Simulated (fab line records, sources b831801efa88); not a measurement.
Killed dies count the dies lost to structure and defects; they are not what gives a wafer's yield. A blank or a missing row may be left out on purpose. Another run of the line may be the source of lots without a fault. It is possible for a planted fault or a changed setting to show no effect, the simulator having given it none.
fab line records | flow sky130
record lots=5 | wafers=15 | last-day=49
route steps=708 shown SPACER@305 POLY_CUT@307 SD_P@320 RES_XHIGH@332 SD_N@342 PAD_OPEN@708
lots with no fault: from the same line, run without faults
start-h: hours from the record's first day to the start of the lot's first wafer shown | wait-h: hours elapsed since this lot's preceding step | " the same as in the row above | L1.1+2: a row that stands for several wafers | - no value, or no start given | * or withheld: withheld | < > ~ a bound
route shown NAME@n: NAME is a module with steps in the file, n the number in the route of the first one | usual: mean and standard deviation over wafers with no fault | same: alike in all rows | chamber/n: place in a boat | sites: each site's reading | _std_site: standard deviation of those values | _edge_site: inner sites' mean taken away from outer sites' mean | radius-mm: for every site, how far away it sits from the centre of the wafer | mask NAME#n: copy n | behind: the last tool/chamber to shape the wafer | hold: reason for holding the lot/hours on hold/outcome of the hold | device: the n, p or np transistor that did not switch | end of line: the same wafers' tests at the end of the route | where a step has no rows: the recipe by itself | killed: dies that structure and defects cost at the first sort, which is not the same as the wafer's yield | map: a wafer's dies, x killed, . not, _ none there
set.NAME: the setting the step ran with; set.NAME@STEP: the setting that earlier step ran with | model.NAME: the simulator's own value behind a step, which no gauge read
lots seen at some steps along the route; tables by step, rows by wafer
services: a tool's chamber out of use, with start hour (start-h, from the record's first day; less than 0 if before it), hours out, and reason
## steps
# step SKY_SPACER_THK_MEAS_01
# recipe reads=Si3N4_of_SPACER_CVD_00
# usual SPACER_CVD_00_THK=43.0/0.39
lot.wafer | tool          | chamber | start-h | wait-h | SPACER_CVD_00_THK[nm]
L892.1    | film-metro-04 | -       | 581.69  | 0.0    | 42.7
L892.4    | "             | -       | "       | "      | 42.7
L892.5    | "             | -       | "       | "      | 42.9
L894.3    | film-metro-01 | -       | 591.21  | 0.0    | 42.7
L894.5    | "             | -       | "       | "      | 42.8
L894.6    | "             | -       | "       | "      | 42.7
L901.1    | film-metro-01 | -       | 648.98  | 0.0    | 43.1
L901.3    | "             | -       | "       | "      | 43.7
L901.6    | "             | -       | "       | "      | 43.5
L904.1    | film-metro-01 | -       | 670.23  | 0.0    | 42.9
L904.4    | "             | -       | "       | "      | 42.7
L904.5    | "             | -       | "       | "      | 43.1
L907.3    | film-metro-03 | -       | 701.09  | 0.0    | 43.0
L907.4    | "             | -       | "       | "      | 42.8
L907.5    | "             | -       | "       | "      | 42.5
# step SKY_SPACER_ETCHBACK_02
# recipe chemistry=CH3F/O2 | target=Si3N4 | stop-on=SiO2 | source-w=400 | bias-w=80 | pressure-mtorr=25 | ch3f-flow-sccm=40 | O2_flow_sccm=30 | time-s=46.7 | target-depth-a=450
# usual drypump-motor-current-A=5.6/0.4 | oes-product-au=0.854/0.0064 | throttle-valve-pct=10.562/0.0091
lot.wafer | tool        | chamber | start-h | wait-h | drypump-motor-current-A | oes-product-au | rf-hours-counter-h | throttle-valve-pct
L892.1    | rie-diel-04 | 2       | 581.75  | 0.1    | 5.7                     | 0.851          | 7                  | 10.553
L892.4    | "           | 1       | "       | "      | 5.7                     | 0.851          | 74                 | 10.559
L892.5    | "           | 2       | "       | "      | 5.7                     | 0.855          | -                  | 10.569
L894.3    | rie-diel-02 | 0       | 591.25  | 0.0    | 5.6                     | 0.856          | 36                 | 10.580
L894.5    | "           | 3       | "       | "      | 5.6                     | 0.863          | -                  | 10.549
L894.6    | "           | 2       | "       | "      | 6.1                     | 0.849          | -                  | 10.560
L901.1    | rie-diel-01 | 1       | 649.04  | 0.1    | 5.9                     | 0.848          | 51                 | 10.579
L901.3    | "           | 0       | "       | "      | 5.8                     | 0.864          | 6                  | 10.563
L901.6    | "           | 3       | "       | "      | 4.8                     | 0.860          | -                  | 10.560
L904.1    | rie-diel-04 | 3       | 670.29  | 0.1    | 5.1                     | 0.847          | 9                  | 10.576
L904.4    | "           | 0       | "       | "      | 6.1                     | 0.857          | 12                 | 10.574
L904.5    | "           | 0       | "       | "      | 6.1                     | 0.851          | -                  | 10.560
L907.3    | rie-diel-02 | 1       | 701.13  | 0.0    | 5.9                     | 0.860          | 6                  | 10.549
L907.4    | "           | 2       | "       | "      | 6.1                     | 0.845          | -                  | 10.562
L907.5    | "           | 0       | "       | "      | 5.6                     | 0.850          | -                  | 10.554
# step SKY_POLY_CUT_DEHYDRATE_00
# recipe temp-c=200 | time-s=60
# step SKY_POLY_CUT_HMDS_01
# recipe prime-time-s=60 | prime-temp-c=120
# step SKY_POLY_CUT_COAT_02
# recipe resist=BARC | temp-c=withheld | time-s=withheld | spin-rpm=3000 | resist-thk-nm=60
# step SKY_POLY_CUT_COAT_03
# recipe resist=KrF-thick | spin-rpm=3000 | resist-thk-nm=450
# step SKY_POLY_CUT_SOFTBAKE_04
# recipe temp-c=100 | time-s=90 | resist=KrF-thick
# step SKY_POLY_CUT_EXPOSE_05
# recipe mask-id=NPCM | na=0.8 | source-shape=annular | sigma-inner=0.55 | sigma-outer=0.85 | target-cd-nm=270 | dose-mj=32
# step SKY_POLY_CUT_PEB_06
# recipe peb-temp-c=withheld | peb-time-s=withheld | resist=KrF-thick
# step SKY_POLY_CUT_DEVELOP_07
# recipe develop-time-s=60 | resist=KrF-thick | dev-temp-c=21
# step SKY_POLY_CUT_CD_MEAS_08
# recipe target-cd-nm=270
# usual cd-nm=269.9/1.6
lot.wafer | tool      | chamber | start-h | wait-h | cd-nm
L892.1    | cd-sem-02 | -       | 609.86  | -      | 271.3
L892.4    | "         | -       | "       | "      | 270.2
L892.5    | "         | -       | "       | "      | 271.7
L894.3    | cd-sem-01 | -       | 620.25  | -      | 269.1
L894.5    | "         | -       | "       | "      | 269.8
L894.6    | "         | -       | "       | "      | 271.0
L901.1    | cd-sem-01 | -       | 676.62  | -      | 272.0
L901.3    | "         | -       | "       | "      | 273.2
L901.6    | "         | -       | "       | "      | 274.2
L904.1    | cd-sem-02 | -       | 698.22  | -      | 267.4
L904.4    | "         | -       | "       | "      | 268.6
L904.5    | "         | -       | "       | "      | 269.0
L907.3    | cd-sem-02 | -       | 727.86  | -      | 265.9
L907.4    | "         | -       | "       | "      | 267.2
L907.5    | "         | -       | "       | "      | 266.4
# step SKY_POLY_CUT_OVL_MEAS_09
# usual POLY_CUT_OVL=-4/5.4
lot.wafer | tool       | chamber | start-h | wait-h | POLY_CUT_OVL[nm]
L892.1    | overlay-02 | -       | 609.98  | 0.1    | -7
L892.4    | "          | -       | "       | "      | 1
L892.5    | "          | -       | "       | "      | -6
L894.3    | overlay-02 | -       | 620.34  | 0.1    | -7
L894.5    | "          | -       | "       | "      | -11
L894.6    | "          | -       | "       | "      | 3
L901.1    | overlay-01 | -       | 676.74  | 0.1    | -3
L901.3    | "          | -       | "       | "      | -2
L901.6    | "          | -       | "       | "      | 2
L904.1    | overlay-02 | -       | 698.34  | 0.1    | -6
L904.4    | "          | -       | "       | "      | -6
L904.5    | "          | -       | "       | "      | -14
L907.3    | overlay-01 | -       | 727.95  | 0.1    | -6
L907.4    | "          | -       | "       | "      | -5
L907.5    | "          | -       | "       | "      | -1
# step SKY_POLY_CUT_ETCH_10
# recipe chemistry=N2/H2 | target=BARC | ion-energy-ev=200 | source-w=500 | bias-w=100 | pressure-mtorr=30 | n2-flow-sccm=100 | h2-flow-sccm=200 | stop-on=SiO2 | time-s=45.9 | target-depth-a=600
# usual drypump-motor-current-A=5.8/0.4 | oes-product-au=0.856/0.0053 | throttle-valve-pct=13.224/0.008
lot.wafer | tool        | chamber | start-h | wait-h | drypump-motor-current-A | oes-product-au | rf-hours-counter-h | throttle-valve-pct
L892.1    | rie-diel-03 | 3       | 610.01  | 0.0    | 6.4                     | 0.859          | 1                  | 13.235
L892.4    | "           | 1       | "       | "      | 5.8                     | 0.853          | 41                 | 13.245
L892.5    | "           | 2       | "       | "      | 6.4                     | 0.856          | -                  | 13.229
L894.3    | rie-diel-01 | 1       | 620.36  | 0.0    | 5.8                     | 0.859          | 51                 | 13.206
L894.5    | "           | 2       | "       | "      | 5.3                     | 0.868          | -                  | 13.232
L894.6    | "           | 3       | "       | "      | 4.8                     | 0.853          | -                  | 13.215
L901.1    | rie-diel-01 | 3       | 676.77  | 0.0    | 4.8                     | 0.852          | 11                 | 13.223
L901.3    | "           | 2       | "       | "      | 5.3                     | 0.853          | 41                 | 13.223
L901.6    | "           | 2       | "       | "      | 5.3                     | 0.855          | -                  | 13.216
L904.1    | rie-diel-03 | 1       | 698.37  | 0.0    | 5.8                     | 0.860          | 43                 | 13.223
L904.4    | "           | 3       | "       | "      | 6.4                     | 0.846          | 4                  | 13.233
L904.5    | "           | 2       | "       | "      | 6.4                     | 0.845          | -                  | 13.231
L907.3    | rie-diel-03 | 0       | 727.98  | 0.0    | 5.8                     | 0.856          | 7                  | 13.226
L907.4    | "           | 1       | "       | "      | 5.8                     | 0.849          | 44                 | 13.217
L907.5    | "           | 3       | "       | "      | 6.3                     | 0.858          | -                  | 13.220
# step SKY_POLY_CUT_ETCH_11
# recipe target=Si3N4 | chemistry=CF4/CH2F2/Ar | stop-on=poly-Si | source-w=600 | bias-w=150 | pressure-mtorr=40 | cf4-flow-sccm=40 | ch2f2-flow-sccm=20 | Ar_flow_sccm=150 | time-s=42.5 | target-depth-a=600
# usual ch2f2-flow-sccm=20.00/0.053 | drypump-motor-current-A=5.8/0.4 | oes-product-au=0.831/0.0064 | throttle-valve-pct=14.995/0.0088
lot.wafer | tool        | chamber | start-h | wait-h | ch2f2-flow-sccm | drypump-motor-current-A | oes-product-au | rf-hours-counter-h | throttle-valve-pct
L892.1    | rie-diel-03 | 3       | 610.06  | 0.0    | 20.00           | 6.4                     | 0.829          | 1                  | 15.014
L892.4    | "           | 1       | "       | "      | 20.02           | 5.8                     | 0.833          | 41                 | 15.004
L892.5    | "           | 2       | "       | "      | 20.04           | 6.4                     | 0.836          | -                  | 14.996
L894.3    | rie-diel-01 | 1       | 620.41  | 0.0    | 20.12           | 5.9                     | 0.840          | 51                 | 15.004
L894.5    | "           | 2       | "       | "      | 20.00           | 5.3                     | 0.844          | -                  | 14.990
L894.6    | "           | 3       | "       | "      | 19.99           | 4.8                     | 0.840          | -                  | 15.000
L901.1    | rie-diel-01 | 3       | 676.81  | 0.0    | 19.90           | 4.8                     | 0.833          | 11                 | 14.995
L901.3    | "           | 2       | "       | "      | 20.13           | 5.3                     | 0.826          | 41                 | 14.996
L901.6    | "           | 2       | "       | "      | 20.00           | 5.3                     | 0.822          | -                  | 14.992
L904.1    | rie-diel-03 | 1       | 698.41  | 0.0    | 20.03           | 5.8                     | 0.832          | 43                 | 14.969
L904.4    | "           | 3       | "       | "      | 19.99           | 6.3                     | 0.835          | 4                  | 14.983
L904.5    | "           | 2       | "       | "      | 20.06           | 6.4                     | 0.830          | -                  | 14.983
L907.3    | rie-diel-03 | 0       | 728.02  | 0.0    | 19.97           | 5.8                     | 0.818          | 7                  | 14.994
L907.4    | "           | 1       | "       | "      | 19.97           | 5.8                     | 0.817          | 44                 | 15.004
L907.5    | "           | 3       | "       | "      | 20.01           | 6.4                     | 0.822          | -                  | 14.995
# step SKY_POLY_CUT_STRIP_12
# recipe chemistry=O2/N2 | power-w=1400 | pressure-mtorr=1500 | platen-temp-c=withheld | o2-flow-sccm=3000 | n2-flow-sccm=300 | overash-fraction=0.5
# usual drypump-motor-current-A=5.7/0.48 | oes-product-au=0.451/0.0046 | strip-time-to-endpoint-s=5.355/0.016
lot.wafer | tool            | chamber | start-h | wait-h | drypump-motor-current-A | oes-product-au | rf-hours-counter-h | strip-time-to-endpoint-s
L892.1    | plasma-asher-04 | 0       | 610.10  | 0.0    | 5.0                     | 0.451          | 18                 | 5.377
L892.4    | "               | 1       | "       | "      | 5.6                     | 0.447          | -                  | 5.354
L892.5    | "               | 0       | "       | "      | 5.0                     | 0.449          | -                  | 5.359
L894.3    | plasma-asher-04 | 1       | 620.48  | 0.1    | 5.6                     | 0.452          | -                  | 5.367
L894.5    | "               | 1       | "       | "      | 5.6                     | 0.457          | -                  | 5.359
L894.6    | "               | 0       | "       | "      | 5.0                     | 0.448          | -                  | 5.366
L901.1    | plasma-asher-03 | 1       | 676.85  | 0.0    | 5.9                     | 0.443          | 83                 | 5.338
L901.3    | "               | 0       | "       | "      | 6.0                     | 0.461          | -                  | 5.333
L901.6    | "               | 0       | "       | "      | 6.0                     | 0.451          | -                  | 5.340
L904.1    | plasma-asher-02 | 0       | 698.45  | 0.0    | 5.2                     | 0.454          | 105                | 5.353
L904.4    | "               | 1       | "       | "      | 6.5                     | 0.452          | -                  | 5.357
L904.5    | "               | 1       | "       | "      | 6.5                     | 0.455          | -                  | 5.363
L907.3    | plasma-asher-02 | 1       | 728.09  | 0.1    | 6.5                     | 0.452          | -                  | 5.359
L907.4    | "               | 0       | "       | "      | 5.2                     | 0.452          | -                  | 5.353
L907.5    | "               | 1       | "       | "      | 6.5                     | 0.451          | -                  | 5.377
# step SKY_SD_P_DEHYDRATE_00
# recipe temp-c=200 | time-s=60
# step SKY_SD_P_HMDS_01
# recipe prime-time-s=60 | prime-temp-c=120
# step SKY_SD_P_COAT_02
# recipe resist=NOVOLAK | spin-rpm=3000 | resist-thk-nm=1131
# step SKY_SD_P_SOFTBAKE_03
# recipe temp-c=90 | time-s=60 | resist=NOVOLAK
# step SKY_SD_P_EXPOSE_04
# recipe mask-id=PSDM | na=0.6 | source-shape=conventional | sigma-outer=0.6 | polarization=unpolarized | target-cd-nm=380 | dose-mj=138
# step SKY_SD_P_PEB_05
# recipe temp-c=withheld | time-s=* | resist=NOVOLAK
# step SKY_SD_P_DEVELOP_06
# recipe resist=NOVOLAK | developer=TMAH | develop-time-s=60 | dev-temp-c=23
# step SKY_SD_P_CD_MEAS_07
# recipe target-cd-nm=380
# usual cd-nm=379.3/2
lot.wafer | tool      | chamber | start-h | wait-h | cd-nm
L892.1    | cd-sem-01 | -       | 637.82  | 0.1    | 375.9
L892.4    | "         | -       | "       | "      | 378.0
L892.5    | "         | -       | "       | "      | 377.4
L894.3    | cd-sem-02 | -       | 648.16  | 0.1    | 379.2
L894.5    | "         | -       | "       | "      | 380.0
L894.6    | "         | -       | "       | "      | 382.9
L901.1    | cd-sem-01 | -       | 705.02  | 0.1    | 378.9
L901.3    | "         | -       | "       | "      | 379.9
L901.6    | "         | -       | "       | "      | 376.8
L904.1    | cd-sem-02 | -       | 725.85  | 0.2    | 376.3
L904.4    | "         | -       | "       | "      | 377.0
L904.5    | "         | -       | "       | "      | 377.2
L907.3    | cd-sem-02 | -       | 755.36  | 0.1    | 377.6
L907.4    | "         | -       | "       | "      | 378.5
L907.5    | "         | -       | "       | "      | 379.2
# step SKY_SD_P_OVL_MEAS_08
# usual SD_P_OVL=-0.1/1.3
lot.wafer | tool       | chamber | start-h | wait-h | SD_P_OVL[nm]
L892.1    | overlay-01 | -       | 637.94  | 0.1    | -2.0
L892.4    | "          | -       | "       | "      | -0.1
L892.5    | "          | -       | "       | "      | -0.3
L894.3    | overlay-01 | -       | 648.25  | 0.1    | 2.2
L894.5    | "          | -       | "       | "      | 1.4
L894.6    | "          | -       | "       | "      | 1.0
L901.1    | overlay-02 | -       | 705.14  | 0.1    | -0.7
L901.3    | "          | -       | "       | "      | -1.9
L901.6    | "          | -       | "       | "      | -0.3
L904.1    | overlay-01 | -       | 725.97  | 0.1    | -0.9
L904.4    | "          | -       | "       | "      | -0.5
L904.5    | "          | -       | "       | "      | 1.4
L907.3    | overlay-01 | -       | 755.45  | 0.1    | -1.3
L907.4    | "          | -       | "       | "      | -1.3
L907.5    | "          | -       | "       | "      | 0.2
# step SKY_SD_P_IMPLANT_09
# recipe species=BF2 | energy-kev=20 | dose-cm2=3e+15 | tilt-deg=0
# step SKY_SD_P_STRIP_10
# recipe chemistry=O2/N2 | power-w=1400 | pressure-mtorr=1500 | platen-temp-c=withheld | o2-flow-sccm=3000 | n2-flow-sccm=300 | overash-fraction=0.5
# usual drypump-motor-current-A=5.7/0.38 | oes-product-au=0.616/0.0043 | strip-time-to-endpoint-s=17.37/0.052
lot.wafer | tool            | chamber | start-h | wait-h | drypump-motor-current-A | oes-product-au | rf-hours-counter-h | strip-time-to-endpoint-s
L892.1    | plasma-asher-01 | 1       | 638.13  | 0.1    | 5.4                     | 0.616          | 50                 | 17.43
L892.4    | "               | 0       | "       | "      | 5.7                     | 0.614          | -                  | 17.40
L892.5    | "               | 0       | "       | "      | 5.7                     | 0.620          | -                  | 17.41
L894.3    | plasma-asher-01 | 1       | 648.45  | 0.1    | 5.5                     | 0.616          | -                  | 17.38
L894.5    | "               | 1       | "       | "      | 5.4                     | 0.618          | -                  | 17.35
L894.6    | "               | 0       | "       | "      | 5.7                     | 0.615          | -                  | 17.35
L901.1    | plasma-asher-01 | 1       | 705.32  | 0.1    | 5.4                     | 0.614          | 54                 | 17.46
L901.3    | "               | 1       | "       | "      | 5.4                     | 0.617          | -                  | 17.42
L901.6    | "               | 1       | "       | "      | 5.4                     | 0.621          | -                  | 17.43
L904.1    | plasma-asher-01 | 1       | 726.16  | 0.1    | 5.4                     | 0.618          | 56                 | 17.39
L904.4    | "               | 0       | "       | "      | 5.6                     | 0.601          | -                  | 17.35
L904.5    | "               | 1       | "       | "      | 5.4                     | 0.611          | -                  | 17.36
L907.3    | plasma-asher-03 | 0       | 755.66  | 0.1    | 6.0                     | 0.616          | -                  | 17.29
L907.4    | "               | 1       | "       | "      | 5.8                     | 0.608          | -                  | 17.37
L907.5    | "               | 1       | "       | "      | 5.8                     | 0.618          | -                  | 17.36
# step SKY_SD_P_TW_MEAS_11
# usual SD_P_TW=2839/27
lot.wafer | tool          | chamber | start-h | wait-h | SD_P_TW
L892.1    | film-metro-04 | -       | 638.23  | 0.1    | 2862
L892.4    | "             | -       | "       | "      | 2875
L892.5    | "             | -       | "       | "      | 2867
L894.3    | film-metro-02 | -       | 648.54  | 0.1    | 2838
L894.5    | "             | -       | "       | "      | 2850
L894.6    | "             | -       | "       | "      | 2825
L901.1    | film-metro-04 | -       | 705.42  | 0.1    | 2853
L901.3    | "             | -       | "       | "      | 2869
L901.6    | "             | -       | "       | "      | 2856
L904.1    | film-metro-04 | -       | 726.26  | 0.1    | 2860
L904.4    | "             | -       | "       | "      | 2856
L904.5    | "             | -       | "       | "      | 2860
L907.3    | film-metro-04 | -       | 755.75  | 0.1    | 2848
L907.4    | "             | -       | "       | "      | 2852
L907.5    | "             | -       | "       | "      | 2842
# step SKY_RES_XHIGH_DEHYDRATE_00
# recipe temp-c=200 | time-s=60
# step SKY_RES_XHIGH_HMDS_01
# recipe prime-time-s=60 | prime-temp-c=120
# step SKY_RES_XHIGH_COAT_02
# recipe resist=NOVOLAK | spin-rpm=3000 | resist-thk-nm=1140
# step SKY_RES_XHIGH_SOFTBAKE_03
# recipe temp-c=90 | time-s=60 | resist=NOVOLAK
# step SKY_RES_XHIGH_EXPOSE_04
# recipe mask-id=URPM | na=0.6 | source-shape=conventional | sigma-outer=0.6 | polarization=unpolarized | target-cd-nm=1270 | dose-mj=140
# step SKY_RES_XHIGH_PEB_05
# recipe temp-c=withheld | time-s=* | resist=NOVOLAK
# step SKY_RES_XHIGH_DEVELOP_06
# recipe resist=NOVOLAK | developer=TMAH | develop-time-s=60 | dev-temp-c=23
# step SKY_RES_XHIGH_IMPLANT_07
# recipe species=BF2 | energy-kev=20 | dose-cm2=3.689e+14 | tilt-deg=0
# step SKY_RES_XHIGH_STRIP_08
# recipe chemistry=O2/N2 | power-w=1400 | pressure-mtorr=1500 | platen-temp-c=withheld | o2-flow-sccm=3000 | n2-flow-sccm=300 | overash-fraction=0.5
# usual drypump-motor-current-A=5.6/0.36 | oes-product-au=0.710/0.0045 | strip-time-to-endpoint-s=14.29/0.042
lot.wafer | tool            | chamber | start-h | wait-h | drypump-motor-current-A | oes-product-au | rf-hours-counter-h | strip-time-to-endpoint-s
L892.1    | plasma-asher-03 | 0       | 666.12  | 0.1    | 6.0                     | 0.711          | 82                 | 14.28
L892.4    | "               | 1       | "       | "      | 5.9                     | 0.711          | -                  | 14.26
L892.5    | "               | 1       | "       | "      | 5.9                     | 0.715          | -                  | 14.30
L894.3    | plasma-asher-04 | 0       | 676.10  | 0.1    | 5.0                     | 0.711          | -                  | 14.23
L894.5    | "               | 0       | "       | "      | 5.0                     | 0.713          | -                  | 14.23
L894.6    | "               | 1       | "       | "      | 5.6                     | 0.708          | -                  | 14.27
L901.1    | plasma-asher-04 | 1       | 732.02  | 0.1    | 5.6                     | 0.717          | 32                 | 14.29
L901.3    | "               | 0       | "       | "      | 5.0                     | 0.708          | -                  | 14.28
L901.6    | "               | 0       | "       | "      | 5.0                     | 0.710          | -                  | 14.27
L904.1    | plasma-asher-03 | 1       | 752.66  | 0.1    | 5.9                     | 0.710          | 89                 | 14.29
L904.4    | "               | 1       | "       | "      | 5.9                     | 0.711          | -                  | 14.30
L904.5    | "               | 0       | "       | "      | 6.0                     | 0.718          | -                  | 14.31
L907.3    | plasma-asher-01 | 0       | 781.10  | 0.1    | 5.6                     | 0.706          | -                  | 14.28
L907.4    | "               | 1       | "       | "      | 5.4                     | 0.705          | -                  | 14.27
L907.5    | "               | 0       | "       | "      | 5.7                     | 0.700          | -                  | 14.28
# step SKY_RES_XHIGH_TW_MEAS_09
# usual RES_XHIGH_TW=1657/14
lot.wafer | tool          | chamber | start-h | wait-h | RES_XHIGH_TW
L892.1    | film-metro-01 | -       | 666.22  | 0.1    | 1653
L892.4    | "             | -       | "       | "      | 1647
L892.5    | "             | -       | "       | "      | 1651
L894.3    | film-metro-01 | -       | 676.19  | 0.1    | 1655
L894.5    | "             | -       | "       | "      | 1657
L894.6    | "             | -       | "       | "      | 1656
L901.1    | film-metro-01 | -       | 732.12  | 0.1    | 1664
L901.3    | "             | -       | "       | "      | 1648
L901.6    | "             | -       | "       | "      | 1667
L904.1    | film-metro-04 | -       | 752.76  | 0.1    | 1661
L904.4    | "             | -       | "       | "      | 1659
L904.5    | "             | -       | "       | "      | 1662
L907.3    | film-metro-02 | -       | 781.19  | 0.1    | 1643
L907.4    | "             | -       | "       | "      | 1643
L907.5    | "             | -       | "       | "      | 1641
# step SKY_SD_N_DEHYDRATE_00
# recipe temp-c=200 | time-s=60
# step SKY_SD_N_HMDS_01
# recipe prime-time-s=60 | prime-temp-c=120
# step SKY_SD_N_COAT_02
# recipe resist=NOVOLAK | spin-rpm=3000 | resist-thk-nm=1140
# step SKY_SD_N_SOFTBAKE_03
# recipe temp-c=90 | time-s=60 | resist=NOVOLAK
# step SKY_SD_N_EXPOSE_04
# recipe mask-id=NSDM | na=0.6 | source-shape=conventional | sigma-outer=0.6 | polarization=unpolarized | target-cd-nm=380 | dose-mj=141
# step SKY_PAD_OPEN_PROBE_99
# usual killed_at_M0_to_M3=44/6.6 | killed_at_M4_up=3.0/2 | killed-at-contacts=24/5.1 | killed-at-front-end=15/4.1 | killed-at-other=0.4/0.62 | killed-dies=86/9.3 | killed-on-rim=17/3.7 | killed-open=46/6.8 | killed-short=40/5.8
# same gross-dies=492 | killed-at-back-side=0
lot.wafer | tool      | chamber | start-h | wait-h | hold                     | killed_at_M0_to_M3 | killed_at_M4_up | killed-at-contacts | killed-at-front-end | killed-at-other | killed-dies | killed-on-rim | killed-open | killed-short
L901.1    | prober-02 | -       | 1154.64 | 0.1    | await-dispo/1.7h/release | 38                 | 5               | 24                 | 15                  | 0               | 82          | 18            | 47          | 35
L901.3    | prober-02 | -       | 1154.74 | 0.2    | await-dispo/1.7h/release | 41                 | 4               | 18                 | 57                  | 2               | 122         | 26            | 46          | 35
L901.6    | prober-02 | -       | 1154.89 | 0.2    | await-dispo/1.7h/release | 31                 | 3               | 17                 | 54                  | 0               | 105         | 29            | 38          | 25
L907.3    | prober-01 | -       | 1187.54 | 0.2    | -                        | 46                 | 1               | 26                 | 14                  | 0               | 87          | 14            | 43          | 44
L907.4    | prober-01 | -       | 1187.59 | 0.2    | -                        | 48                 | 1               | 15                 | 9                   | 2               | 75          | 15            | 47          | 28
L907.5    | prober-01 | -       | 1187.64 | 0.2    | -                        | 33                 | 1               | 22                 | 10                  | 1               | 67          | 14            | 37          | 30
# killed by level:class
L901.1 VIA1:geometric-particle:open=12 CONTACT:geometric-particle:open=8 LI_CONTACT:geometric-particle:open=7 VIA3:geometric-particle:open=5 METAL4:geometric-particle:short=5 METAL2:geometric-particle:short=5 FIELD_ISO:geometric-particle:open=4 POLY_GATE:geometric-particle:short=4
L901.3 POLY_CUT:unspecified=41 VIA1:geometric-particle:open=11 CONTACT:geometric-particle:open=9 VIA2:geometric-particle:open=6 VIA1:geometric-particle:short=5 FIELD_ISO:geometric-particle:open=4 VIA3:geometric-particle:short=4 METAL1:geometric-particle:short=4
L901.6 POLY_CUT:unspecified=42 VIA1:geometric-particle:open=10 LI_CONTACT:geometric-particle:open=7 CONTACT:geometric-particle:open=5 VIA2:geometric-particle:short=5 FIELD_ISO:geometric-particle:open=4 FIELD_ISO:geometric-particle:short=3 METAL2:geometric-particle:short=3
L907.3 VIA1:geometric-particle:open=14 CONTACT:geometric-particle:open=11 METAL2:geometric-particle:short=7 LOCAL_INTERCONNECT:geometric-particle:short=6 METAL1:geometric-particle:short=5 LI_CONTACT:geometric-particle:open=5 METAL3:geometric-particle:short=5 VIA3:geometric-particle:short=4
L907.4 VIA1:geometric-particle:open=15 VIA2:geometric-particle:open=11 LI_CONTACT:geometric-particle:open=6 METAL1:geometric-particle:short=5 VIA3:geometric-particle:open=4 FIELD_ISO:geometric-particle:short=3 CONTACT:geometric-particle:open=3 METAL2:geometric-particle:short=3
L907.5 VIA1:geometric-particle:open=9 CONTACT:geometric-particle:open=8 CONTACT:geometric-particle:short=6 VIA3:geometric-particle:open=6 VIA2:geometric-particle:open=5 METAL2:geometric-particle:short=5 FIELD_ISO:geometric-particle:short=3 LOCAL_INTERCONNECT:geometric-particle:short=3
# map L901.3 (x killed, . not)
__________.x..x....._________
________.....x......x._______
______x.x..............x_____
_____xxxx....x...........____
____xxxxx.x.....x.....xx..___
___xxxxxx.....x.....x.x....__
__xxxxxxxx.................._
_xxxxxxx..x.......x...xx.xx..
_xxxxxx.xx..............xx...
_x.xxx.......x....x..x.......
_..x..x......x........x.x..x.
_....xx.....x.xx....x..x.....
_.....x......x......xx.x...xx
_x.x..x.....x........x...x...
_.......x.........x..........
__......x....x...x....x....._
___x..x......x.......x.....__
____x..x.xxx..........xx..___
_____..x.x.....x......x..____
______.....xx....x......_____
________..x..........._______
__________x.....x.x._________
# map L894.6 (x killed, . not)
__________.........x_________
________..xxx...x.x..x_______
______....x.x...x..x..x._____
_____........xx..........____
____.xx.......x...........___
___..........x......x....x.__
__.x...x..........x.....xx.._
_.....xx.........x..x......x.
_..xx...x..xx..x.....x....x..
_x.x.xx..x...x.....x.x..x....
_x.......xx.......xx.......xx
_......x...x.x.x......x......
_..x...x.....x..xx....xx..xxx
_x................x.x..x..x..
_x..x......................x.
__.x.x..x...xx.xx...x.x....._
___...xx..xxx..x.x.........__
____......xx........xx....___
_____......xxxxxx..x.....____
______......x.......x..._____
________......x......._______
__________.x........_________
## services
tool            | chamber | start-h | hours | kind
rie-diel-04     | 1       | 595.48  | 6.8   | repair
rie-diel-04     | 2       | 598.29  | 1.5   | repair
rie-diel-03     | -       | 606.84  | 0.3   | repair
rie-diel-04     | 0       | 609.28  | 2.0   | repair
rie-diel-04     | 2       | 638.90  | 9.6   | repair
rie-diel-02     | 1       | 653.39  | 9.8   | repair
plasma-asher-02 | -       | 654.79  | 5.7   | repair
rie-diel-02     | 1       | 675.39  | 4.2   | repair
plasma-asher-01 | -       | 675.51  | 28.1  | pm
rie-diel-01     | 1       | 677.84  | 6.3   | repair
rie-diel-02     | 3       | 677.86  | 107.7 | repair
rie-diel-02     | 0       | 682.90  | 4.3   | repair
plasma-asher-03 | -       | 686.08  | 12.7  | repair
rie-diel-02     | -       | 691.40  | 0.6   | repair
rie-diel-04     | -       | 697.08  | 0.4   | repair
rie-diel-04     | -       | 719.00  | 2.5   | repair
rie-diel-02     | 0       | 725.68  | 8.4   | repair
rie-diel-04     | 0       | 733.10  | 4.0   | repair
plasma-asher-02 | -       | 733.75  | 9.0   | pm
plasma-asher-02 | -       | 737.95  | 3.9   | repair
rie-diel-04     | 2       | 738.13  | 6.0   | repair
plasma-asher-02 | -       | 741.57  | 0.5   | repair
rie-diel-01     | 0       | 754.81  | 5.5   | repair
rie-diel-01     | 2       | 769.16  | 7.5   | repair
## key
first-sign step=SKY_PAD_OPEN_PROBE_99 | reading=killed-at-front-end | direction=up | sigmas=9.9 | usual=15 | struck=56
effect step=SKY_PAD_OPEN_PROBE_99 | reading=killed-dies | direction=up | sigmas=2.9 | usual=86 | struck=114
met-at SKY_POLY_CUT_ETCH_10
struck-wafers L901.3,L901.6
tester-left-out L901
onset-between 620.36 676.77
fault kind=chamber-particle-source | tool=rie-diel-01 | chamber=2 | onset-h=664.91 | steps=SKY_POLY_CUT_ETCH_10 | rate-per-visit-cm2=1.2913 | end-h=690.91
# tester-left-out: of these lots the tester's yield and bins aren't shown, on N5 and GAA mostly nor the transistor test; their killed dies are dies lost to structure and defects alone, not to doping, threshold or leakage, so they don't give the yield
